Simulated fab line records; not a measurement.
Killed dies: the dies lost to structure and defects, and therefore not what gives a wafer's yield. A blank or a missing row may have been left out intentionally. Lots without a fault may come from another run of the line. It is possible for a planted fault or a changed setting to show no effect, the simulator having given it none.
Struck lot and sound lot, side by side | flow sky130 | 18 out of 708 route steps
Sound: wafers L839.1, L839.4, L839.6. Struck: wafers L846.2, L846.3, L846.4. Last of all comes the cause.
Per side, at each step with rows, come the tool, then ch with its chambers, and then its first start. Under that, the readings that differ: sound wafers | struck wafers | difference of the means | sigmas: that difference in standard deviations of wafers without a fault.
alike: same words and numbers on both sides, and readings whose means sit less than 2 such deviations apart. not compared: any withheld reading, any reading some wafer has no value for, any bound like >300 that may hide the same value, and any number with overlapping values for which the record gives no deviation.
The two part at a step that has a row with sigmas, a row that says differs or no value, or rows on one side only. Numbers that don't overlap but have no deviation are shown without sigmas and don't part them. Lack of a reading on every wafer of one side parts them only where that side has two or more wafers.

first, 5 steps without rows for these wafers: SKY_VIA4_COAT_06 (resist thk 1140 nm); SKY_VIA4_SOFTBAKE_07 (time 60 s); SKY_VIA4_EXPOSE_08 (exposes mask VIM4, target cd 800 nm); SKY_VIA4_PEB_09; SKY_VIA4_DEVELOP_10 (develop time 60 s).
SKY_VIA4_OVL_MEAS_11:
  struck on overlay-02, day 47 15:47; sound on overlay-01, day 46 04:55
  alike: VIA4_OVL
SKY_VIA4_ETCH_12: etches SiO2 in C4F8/O2/Ar, stops on TiN, target depth 580 nm.
  sound on rie_diel-03 ch 0,1,2, day 46 04:57; struck on rie_diel-03 ch 0,2,3, day 47 15:49
  alike: oes_product_au
SKY_VIA4_STRIP_13: strips in O2/N2.
  sound on plasma_asher-04 ch 0,1, day 46 05:02; struck on plasma_asher-04 ch 0,1, day 47 15:53
  alike: drypump_motor_current_A, oes_product_au, strip_time_to_endpoint_s
  not compared: rf_hours_counter_h
then, 3 steps without rows for these wafers: SKY_VIA4_STRIP_14 (strips in post etch residue remover, time 1200 s); SKY_VIA4_CLEAN_15 (cleans in IPA, time 180 s); SKY_VIA4_CLEAN_16 (cleans in O3/DIW).
SKY_VIA4_SPUTTER_17: material TiN, target thk 20 nm, time 80 s.
  struck on pvd_sputter-03, day 47 16:55; sound on pvd_sputter-04, day 46 05:40
  reading                | sound          | struck         | difference | sigmas
  throttle_valve_pct (%) | 30.1 32.2 32.3 | 29.5 29.7 28.9 | -2.2       | -2
SKY_VIA4_CVD_18: deposits W, target thk 505 nm, time 152.14 s.
  sound on cvd_w-02 ch 1, day 46 05:43; struck on cvd_w-01 ch 0,1, day 47 17:17
  alike: chamber_pressure_Torr, heater_power_w, susceptor_temp_C
SKY_VIA4_RS_MEAS_19: measurement is done with a four-point probe.
  struck on film_metro-01, day 47 17:28; sound on film_metro-01, day 46 05:52
  reading            | sound                | struck               | difference | sigmas
  VIA4_W_RS (ohm/sq) | 0.2275 0.2247 0.2232 | 0.1127 0.1135 0.1112 | -0.1127    | -45
SKY_VIA4_THK_MEAS_20: measures by xrf.
  struck on film_metro-01, day 47 17:34; sound on film_metro-01, day 46 05:59
  not compared: VIA4_W_THK
SKY_VIA4_CMP_21: polishes, stops on SiO2, t overpolish 25 s, target thk 0 nm.
  sound on cmp-01 ch 0,1,2, day 46 06:03; struck on cmp-02 ch 0,2,3, day 47 17:37
  reading                | sound       | struck      | difference | sigmas
  time_to_endpoint_s (s) | 118 125 121 | 245 246 245 | +124       | +30
  alike: motor_current_A, overpolish_run_s
SKY_METAL5_SPUTTER_00: material Ti, target thk 15 nm, time 10 s.
  struck on pvd_sputter-02, day 47 17:55; sound on pvd_sputter-02, day 46 06:21
  alike: throttle_valve_pct
SKY_PAD_OPEN_PROBE_99:
  the record holds rows for the sound wafers here (prober-02, day 48 20:08) but none for the struck ones

## WHERE THEY PART
Earliest at SKY_VIA4_SPUTTER_17; latest, in this record, at SKY_PAD_OPEN_PROBE_99.

WHY: what had been put in by the simulator
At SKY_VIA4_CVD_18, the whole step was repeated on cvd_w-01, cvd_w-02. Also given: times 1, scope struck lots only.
